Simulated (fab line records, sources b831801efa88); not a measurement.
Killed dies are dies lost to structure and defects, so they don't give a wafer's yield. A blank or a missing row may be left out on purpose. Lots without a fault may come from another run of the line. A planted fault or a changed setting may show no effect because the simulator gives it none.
Chamber matching | flow gf180mcu | GF_V3_CMP_26 on cmp-02: 4 sister chambers
The step polishes, stops on SiO2, t overpolish 15 s, target thk 0 nm. 8 wafers are shown with their chamber, then 9 later ones without.

WAFERS WITH THEIR CHAMBER
wafer  | chamber | motor_current_A (A) | time_to_endpoint_s (s)
L342.5 | 0       | 11.0                | 83
L343.6 | 2       | 9.5                 | 88
L348.3 | 2       | 9.3                 | 87
L349.5 | 1       | 11.8                | 84
L349.6 | 0       | 11.1                | 83
L354.2 | 1       | 11.4                | 84
L354.4 | 3       | 9.8                 | 82
L354.6 | 3       | 10.0                | 81

WAFERS WITHOUT THEIR CHAMBER
wafer  | motor_current_A (A) | time_to_endpoint_s (s)
L359.2 | 9.6                 | 93
L359.3 | 12.1                | 90
L359.6 | 10.7                | 90
L361.2 | 9.7                 | 85
L361.3 | 10.3                | 83
L361.6 | 9.3                 | 85
L362.1 | 10.8                | 87
L362.2 | 11.7                | 88
L362.3 | 10.1                | 86

WHICH CHAMBER EACH WENT THROUGH
wafer  | from the rows above          | in truth
L359.2 | 2                            | 2
L359.3 | 1                            | 1
L359.6 | 2                            | 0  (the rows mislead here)
L361.2 | can't be placed: 2 or 3      | 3
L361.3 | can't be placed: 3 or 0      | 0
L361.6 | 2                            | 2
L362.1 | can't be placed: 1 or 2 or 0 | 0
L362.2 | 1                            | 1
L362.3 | 2                            | 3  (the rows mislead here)
Placed correctly: 4 of 9. Can't be placed from these rows: 3 (the true chamber is among the candidates in 3). Placed wrongly: 2.
How it was worked out, from the rows above alone: a wafer's distance from a chamber is the root of the sum, over the readings, of the square of ((its reading less the chamber's mean) divided by the reading's scatter). The wafer belongs to the nearest chamber; if the next one is less than 2 further off, it can't be placed. A chamber's mean is the mean of its shown wafers. The scatter: the root of (the sum of the squares of (reading less its chamber's mean) over the shown wafers, divided by (wafers less chambers)).
